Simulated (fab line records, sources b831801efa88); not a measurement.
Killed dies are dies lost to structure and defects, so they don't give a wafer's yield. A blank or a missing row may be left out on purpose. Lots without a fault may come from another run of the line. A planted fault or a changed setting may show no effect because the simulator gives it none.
Which tool did it? | flow gf180mcu | 11 lots, 33 wafers sampled, at 5 steps of a route of 602

WHAT THE GAUGES READ, wafer by wafer
GF_SALICIDE_RS_MEAS_04: measures by four-point-probe. Usual: SALICIDE_TIN_RS 16.14 ohm/sq, standard deviation 0.26.
lot  | measured     | on            | SALICIDE_TIN_RS (ohm/sq) | flag
L659 | day 14 22:03 | film_metro-03 | 16.16 15.92 16.08        |
L660 | day 15 12:39 | film_metro-03 | 15.94 15.99 15.88        |
L661 | day 15 21:34 | film_metro-04 | 15.91 16.03 16.53        |
L663 | day 16 15:08 | film_metro-03 | 15.80 16.08 16.19        |
L664 | day 16 20:36 | film_metro-02 | 15.87 15.83 15.90        |
L668 | day 18 05:34 | film_metro-02 | 16.47 16.54 16.47        |
L673 | day 20 09:44 | film_metro-03 | 15.99 16.09 16.22        |
L674 | day 20 17:07 | film_metro-03 | 16.14 15.90 16.32        |
L678 | day 21 23:09 | film_metro-03 | 16.13 16.12 16.52        |
L679 | day 22 02:25 | film_metro-02 | 15.92 16.00 15.88        |
L682 | day 23 06:31 | film_metro-03 | 16.18 16.13 16.35        |

GF_SALICIDE_THK_MEAS_05: measures by xrf. Usual: SALICIDE_TIN_THK 20.1 nm, standard deviation 0.3.
lot  | measured     | on            | SALICIDE_TIN_THK (nm) | flag
L659 | day 14 22:08 | film_metro-03 | 19.9 20.1 20.1        |
L660 | day 15 12:44 | film_metro-03 | 20.4 20.4 20.5        |
L661 | day 15 21:40 | film_metro-04 | 19.9 20.2 19.8        |
L663 | day 16 15:15 | film_metro-03 | 20.3 20.0 20.0        |
L664 | day 16 20:43 | film_metro-02 | 20.0 20.4 20.5        |
L668 | day 18 05:41 | film_metro-02 | 19.9 20.2 20.3        |
L673 | day 20 09:50 | film_metro-03 | 20.7 20.3 20.6        |
L674 | day 20 17:14 | film_metro-03 | 20.2 20.2 20.4        |
L678 | day 21 23:15 | film_metro-03 | 20.0 20.1 19.5        |
L679 | day 22 02:32 | film_metro-02 | 20.2 20.1 19.9        |
L682 | day 23 06:38 | film_metro-03 | 19.7 19.5 19.3        |

GF_CONTACT_RS_MEAS_25: measures by four-point-probe. Usual: CONTACT_W_RS 0.383 ohm/sq, standard deviation 0.0044.
lot  | measured     | on            | CONTACT_W_RS (ohm/sq) | flag
L659 | day 15 21:05 | film_metro-03 | 0.379 0.384 0.375     |
L660 | day 16 12:07 | film_metro-03 | 0.389 0.378 0.386     |
L661 | day 16 20:58 | film_metro-03 | 0.388 0.388 0.393     |
L663 | day 17 16:04 | film_metro-03 | 0.375 0.382 0.379     |
L664 | day 17 21:27 | film_metro-02 | 0.381 0.378 0.378     |
L668 | day 19 07:46 | film_metro-03 | 0.382 0.384 0.383     |
L673 | day 21 11:47 | film_metro-02 | 0.201 0.203 0.203     | OFF
L674 | day 21 18:25 | film_metro-01 | 0.203 0.204 0.202     | OFF
L678 | day 22 23:53 | film_metro-02 | 0.394 0.392 0.382     |
L679 | day 23 04:24 | film_metro-02 | 0.379 0.382 0.374     |
L682 | day 24 07:37 | film_metro-03 | 0.382 0.375 0.386     |

GF_CONTACT_THK_MEAS_26: measures by xrf. Usual: CONTACT_W_THK 307 nm, standard deviation 3.8.
lot  | measured     | on            | CONTACT_W_THK (nm) | flag
L659 | day 15 21:10 | film_metro-03 | 310 306 312        |
L660 | day 16 12:12 | film_metro-03 | 305 311 305        |
L661 | day 16 21:05 | film_metro-03 | 304 304 302        |
L663 | day 17 16:11 | film_metro-03 | 311 308 309        |
L664 | day 17 21:34 | film_metro-02 | 310 312 311        |
L668 | day 19 07:53 | film_metro-03 | 307 305 305        |
L673 | day 21 11:53 | film_metro-02 | - - -              | OFF
L674 | day 21 18:32 | film_metro-01 | - - -              | OFF
L678 | day 22 23:59 | film_metro-02 | 300 302 310        |
L679 | day 23 04:31 | film_metro-02 | 313 310 317        |
L682 | day 24 07:44 | film_metro-03 | 308 313 303        |

WHICH TOOL RAN EACH LOT (tool, then ch and the chambers of the sampled wafers, then the start)
lot  | GF_CONTACT_CVD_24
L659 | cvd_w-01 ch 0,1, day 15 20:57
L660 | cvd_w-01 ch 0,1, day 16 11:59
L661 | cvd_w-02 ch 0,1, day 16 20:51
L663 | cvd_w-02 ch 0,1, day 17 15:58
L664 | cvd_w-02 ch 0,1, day 17 21:19
L668 | cvd_w-02 ch 0,1, day 19 07:40
L673 | cvd_w-02 ch 0,1, day 21 11:40
L674 | cvd_w-02 ch 0,1, day 21 18:18
L678 | cvd_w-01 ch 0,1, day 22 23:47
L679 | cvd_w-01 ch 0,1, day 23 04:18
L682 | cvd_w-01 ch 0,1, day 24 07:31
- GF_CONTACT_CVD_24: deposits W, target thk 300 nm, time 90.339 s.

WHAT THE TOOLS THEMSELVES READ (means of the sampled wafers that have a number; where no wafer has one, the mark that the record gives instead)
GF_CONTACT_CVD_24. Usual: chamber_pressure_Torr 40.01 Torr, standard deviation 0.079; heater_power_outer_w 559 W, standard deviation 28; heater_power_w 901 W, standard deviation 37.
lot  | tool     | chamber_pressure_Torr (Torr) | heater_power_outer_w (W) | heater_power_w (W) | flag
L659 | cvd_w-01 | 40.05                        | 602                      | 942                |
L660 | cvd_w-01 | 40.02                        | 616                      | 947                |
L661 | cvd_w-02 | 39.98                        | 550                      | 874                |
L663 | cvd_w-02 | 40.10                        | 532                      | 881                |
L664 | cvd_w-02 | 40.04                        | 541                      | 878                |
L668 | cvd_w-02 | 40.01                        | 549                      | 889                |
L673 | cvd_w-02 | 40.03                        | 550                      | 883                |
L674 | cvd_w-02 | 40.03                        | 541                      | 876                |
L678 | cvd_w-01 | 39.93                        | 579                      | 898                |
L679 | cvd_w-01 | 40.05                        | 589                      | 934                |
L682 | cvd_w-01 | 39.94                        | 585                      | 945                |

THE ANSWER, worked out from the rows above alone
Rule: a lot is off if the mean of its wafers that have a number lies more than 3 standard deviations from the usual mean. A lot without any number at a reading at which 4 lots or more have one is off too. The other lots that the step has rows for count as sound. The gauges are gone through in route order, then the tools' own readings, and for those a lot's mean is taken as printed above. The first step at which some lot is off is used, and at that step the reading that is off furthest; a lot without a number counts as furthest.
Off: L673, L674, at GF_CONTACT_RS_MEAS_25 (CONTACT_W_RS).
A tool fits if, at a process step before that reading, it ran every lot that is off, and no sound lot after the first of them. The gauges at GF_CONTACT_RS_MEAS_25 are tried like those tools. One fits: cvd_w-02 at GF_CONTACT_CVD_24. Its last sound lot is L668 (day 19 07:40), its first lot that is off L673 (day 21 11:40): a fault that began between those two fits.

WHAT THE SIMULATOR HAD PUT IN
Process parameter drift: cvd_w-02, from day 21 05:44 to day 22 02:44, at GF_CONTACT_CVD_24. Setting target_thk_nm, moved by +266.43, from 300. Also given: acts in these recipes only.
Lots struck among those shown: L673, L674. The rule above found the same.
